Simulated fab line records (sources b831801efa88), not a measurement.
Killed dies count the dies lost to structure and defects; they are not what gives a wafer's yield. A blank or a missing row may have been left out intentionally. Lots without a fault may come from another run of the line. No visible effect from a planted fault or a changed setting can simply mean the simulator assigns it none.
fab line records -- flow sky130
record lots=7, wafers=21, lastDay=47
route steps=708 shown FIELD_ISO@30 NWELL@32 DNWELL@35 PWDE@45
lots that met no fault: taken from a fault-free run of the same line
startH: start of the lot's first displayed wafer, in hours after the record's first day -- waitH: hours from the lot's prior step to this one -- " identical to the entry in the row above -- L1.1+2: a row that stands for several wafers -- - value missing, or start not given -- * or withheld: withheld -- < > ~ a bound
route shown NAME@n: a module of which the file shows steps, and the number in the route of the first -- usual: mean/standard deviation of fault-free wafers -- same: alike in all rows -- chamber/n: place in a boat -- sites: each site's reading -- _std_site: standard deviation across them -- _edge_site: mean of outer sites minus mean of inner sites -- radiusMm: how far each site lies from the wafer's centre -- mask NAME#n: copy n -- behind: the last tool/chamber to shape the wafer -- hold: what put the lot on hold/how long, in hours/how the hold closed -- device: the n, p or np transistor that did not switch -- end of line: the route-end tests of the same wafers -- a step without rows: its recipe alone -- killed: the dies lost at the first sort to structure and to defects; this is not the yield of the wafer -- map: a wafer's dies, marking killed ones x, the rest . and places with no die _
set.NAME: the setting as run; set.NAME@STEP: as run at that earlier step -- model.NAME: the simulator's own value behind a step, which no gauge read
lots at some steps of the route; a table a step, a row a wafer
services: a tool's chamber out of use, with start hour (startH, from the record's first day; less than 0 if before it), hours out, and reason
## steps
# step SKY_FIELD_ISO_WET_ETCH_29
# recipe chemistry=H3PO4, targetDepthNm=160, target=Si3N4, tempC=160, timeS=1825
# step SKY_FIELD_ISO_WET_ETCH_30
# recipe chemistry=dHF, targetDepthNm=25, target=SiO2, dilution=10:1, tempC=25, timeS=50
# step SKY_NWELL_CLEAN_00
# recipe chemistry=SC1/SC2, mix=1:4:20, tempC=70, timeS=150, dry=n2Spin
# step SKY_NWELL_OXIDATION_01
# recipe tempC=900, ambient=O2, stabiliseS=600, purgeS=300, targetThkA=100, oxTimeS=1418
# step SKY_NWELL_THK_MEAS_02
# recipe reads=SiO2_of_NWELL_OXIDATION_01
# usual NWELL_OXIDATION_THK=9.98/0.2
lot.wafer,tool,chamber,startH,waitH,NWELL_OXIDATION_THK[nm]
L813.1,filmMetro-04,-,47.35,0.0,10.18
L813.3,filmMetro-04,-,47.35,0.0,10.09
L813.6,filmMetro-04,-,47.35,0.0,10.08
L812.2,filmMetro-03,-,47.36,0.0,10.23
L812.3,filmMetro-03,-,47.36,0.0,10.12
L812.5,filmMetro-03,-,47.36,0.0,10.25
L814.1,filmMetro-04,-,54.27,0.0,9.88
L814.4,filmMetro-04,-,54.27,0.0,10.03
L814.5,filmMetro-04,-,54.27,0.0,9.89
L819.4,filmMetro-04,-,72.66,0.0,10.09
L819.5,filmMetro-04,-,72.66,0.0,9.82
L819.6,filmMetro-04,-,72.66,0.0,9.90
L818.1,filmMetro-03,-,74.71,0.0,10.09
L818.4,filmMetro-03,-,74.71,0.0,10.28
L818.6,filmMetro-03,-,74.71,0.0,10.24
L820.2,filmMetro-04,-,79.21,0.0,9.94
L820.4,filmMetro-04,-,79.21,0.0,9.82
L820.5,filmMetro-04,-,79.21,0.0,9.88
L821.3,filmMetro-01,-,84.59,0.0,9.84
L821.5,filmMetro-01,-,84.59,0.0,10.03
L821.6,filmMetro-01,-,84.59,0.0,10.03
# step SKY_DNWELL_DEHYDRATE_00
# recipe tempC=200, timeS=60
# step SKY_DNWELL_HMDS_01
# recipe primeTimeS=60, primeTempC=120
# step SKY_DNWELL_COAT_02
# recipe spinRpm=2000, resistThkNm=3000
# step SKY_DNWELL_SOFTBAKE_03
# recipe tempC=110, timeS=withheld
# step SKY_DNWELL_EXPOSE_04
# recipe maskId=DNM, na=0.57, targetCdNm=3000, doseMj=222
# step SKY_DNWELL_PEB_05
# recipe tempC=115, timeS=withheld
# step SKY_DNWELL_DEVELOP_06
# recipe wallAngleDeg=90, developer=TMAH, developTimeS=60, devTempC=23
# step SKY_DNWELL_IMPLANT_07
# recipe species=P, energyKev=withheld, doseCm2=withheld, tiltDeg=withheld
# usual implantIonAmu=*
lot.wafer,tool,chamber,startH,waitH,implantIonAmu
L812.2,implanter-02,0,62.22,-,*
L812.3,implanter-02,0,62.22,-,*
L812.5,implanter-02,0,62.22,-,*
L813.1,implanter-04,0,62.55,-,*
L813.3,implanter-04,0,62.55,-,*
L813.6,implanter-04,0,62.55,-,*
L814.1,implanter-04,0,69.01,-,*
L814.4,implanter-04,0,69.01,-,*
L814.5,implanter-04,0,69.01,-,*
L819.4,implanter-04,0,89.52,-,*
L819.5,implanter-04,0,89.52,-,*
L819.6,implanter-04,0,89.52,-,*
L818.1,implanter-04,0,91.66,-,*
L818.4,implanter-04,0,91.66,-,*
L818.6,implanter-04,0,91.66,-,*
L820.2,implanter-04,0,95.95,-,*
L820.4,implanter-04,0,95.95,-,*
L820.5,implanter-04,0,95.95,-,*
L821.3,implanter-02,0,102.55,-,*
L821.5,implanter-02,0,102.55,-,*
L821.6,implanter-02,0,102.55,-,*
# step SKY_DNWELL_STRIP_08
# recipe chemistry=O2/N2, powerW=1400, pressureMtorr=1500, platenTempC=withheld, o2FlowSccm=3000, n2FlowSccm=300, overashFraction=0.5
# usual drypumpMotorCurrentA=5.4/0.33, oesProductAu=0.723/0.0045, stripTimeToEndpointS=36.93/0.13
lot.wafer,tool,chamber,startH,waitH,drypumpMotorCurrentA,oesProductAu,rfHoursCounterH,stripTimeToEndpointS
L812.2,plasmaAsher-04,1,62.35,0.1,4.9,0.728,38,37.08
L812.3,plasmaAsher-04,1,62.35,0.1,4.9,0.723,-,37.15
L812.5,plasmaAsher-04,1,62.35,0.1,4.9,0.727,-,37.01
L813.1,plasmaAsher-01,1,62.70,0.1,5.3,0.722,36,36.95
L813.3,plasmaAsher-01,1,62.70,0.1,5.3,0.718,-,36.89
L813.6,plasmaAsher-01,1,62.70,0.1,5.3,0.727,-,37.02
L814.1,plasmaAsher-01,1,69.16,0.1,5.3,0.724,37,36.85
L814.4,plasmaAsher-01,0,69.16,0.1,5.4,0.718,-,36.79
L814.5,plasmaAsher-01,0,69.16,0.1,5.4,0.727,-,36.92
L819.4,plasmaAsher-01,1,89.63,0.1,5.3,0.724,-,36.94
L819.5,plasmaAsher-01,0,89.63,0.1,5.4,0.717,-,36.90
L819.6,plasmaAsher-01,1,89.63,0.1,5.3,0.716,-,36.87
L818.1,plasmaAsher-01,0,91.81,0.1,5.5,0.720,39,36.81
L818.4,plasmaAsher-01,1,91.81,0.1,5.3,0.723,-,36.79
L818.6,plasmaAsher-01,0,91.81,0.1,5.4,0.729,-,36.75
L820.2,plasmaAsher-01,1,96.08,0.1,5.3,0.727,40,37.12
L820.4,plasmaAsher-01,0,96.08,0.1,5.4,0.721,-,37.06
L820.5,plasmaAsher-01,1,96.08,0.1,5.3,0.730,-,36.99
L821.3,plasmaAsher-01,1,102.68,0.1,5.3,0.725,-,37.09
L821.5,plasmaAsher-01,1,102.68,0.1,5.3,0.724,-,37.12
L821.6,plasmaAsher-01,0,102.68,0.1,5.4,0.719,-,37.02
# step SKY_DNWELL_TW_MEAS_09
# usual DNWELL_TW=1113/9.3
lot.wafer,tool,chamber,startH,waitH,DNWELL_TW
L812.2,filmMetro-04,-,62.46,0.1,1133
L812.3,filmMetro-04,-,62.46,0.1,1136
L812.5,filmMetro-04,-,62.46,0.1,1136
L813.1,filmMetro-04,-,62.80,0.1,1131
L813.3,filmMetro-04,-,62.80,0.1,1130
L813.6,filmMetro-04,-,62.80,0.1,1131
L814.1,filmMetro-03,-,69.26,0.1,1106
L814.4,filmMetro-03,-,69.26,0.1,1114
L814.5,filmMetro-03,-,69.26,0.1,1115
L819.4,filmMetro-01,-,89.73,0.1,1107
L819.5,filmMetro-01,-,89.73,0.1,1102
L819.6,filmMetro-01,-,89.73,0.1,1104
L818.1,filmMetro-03,-,91.91,0.1,359
L818.4,filmMetro-03,-,91.91,0.1,359
L818.6,filmMetro-03,-,91.91,0.1,360
L820.2,filmMetro-03,-,96.19,0.1,363
L820.4,filmMetro-03,-,96.19,0.1,360
L820.5,filmMetro-03,-,96.19,0.1,363
L821.3,filmMetro-01,-,102.77,0.1,358
L821.5,filmMetro-01,-,102.77,0.1,360
L821.6,filmMetro-01,-,102.77,0.1,358
# step SKY_PWDE_DEHYDRATE_00
# recipe tempC=200, timeS=60
## services
tool,chamber,startH,hours,kind
implanter-02,-,68.30,3.8,repair
plasmaAsher-04,-,88.52,15.6,pm
## key
firstSign step=SKY_DNWELL_IMPLANT_07, reading=implantIonAmu, direction=down, sigmas=99+, usual=*, struck=*
effect step=SKY_DNWELL_TW_MEAS_09, reading=DNWELL_TW, direction=down, sigmas=81, usual=1113, struck=360
metAt SKY_DNWELL_IMPLANT_07
struckWafers L818.1,L818.4,L818.6,L820.2,L820.4,L820.5,L821.3,L821.5,L821.6
rowsEnd L820.2,L820.4,L820.5,L821.3,L821.5,L821.6
sortLeftOut L818.1,L818.4,L818.6
testerLeftOut L818
onsetBetween 89.52 91.66
fault kind=wrongRecipeDownload, tool=implanter-01,implanter-02,implanter-04, chamber=-, onsetH=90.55, steps=SKY_DNWELL_IMPLANT_07, wrongRecipe.notListed=1
# testerLeftOut: of these lots the tester's yield and bins aren't shown, on N5 and GAA mostly nor the transistor test; their killed dies are dies lost to structure and defects alone, not to doping, threshold or leakage, so they don't give the yield
# sortLeftOut: the simulated sort isn't trusted on such a fault, so these wafers' sort isn't shown, and their yield isn't known
# rowsEnd: these wafers met a further fault down the route, and their rows from its step on are left out
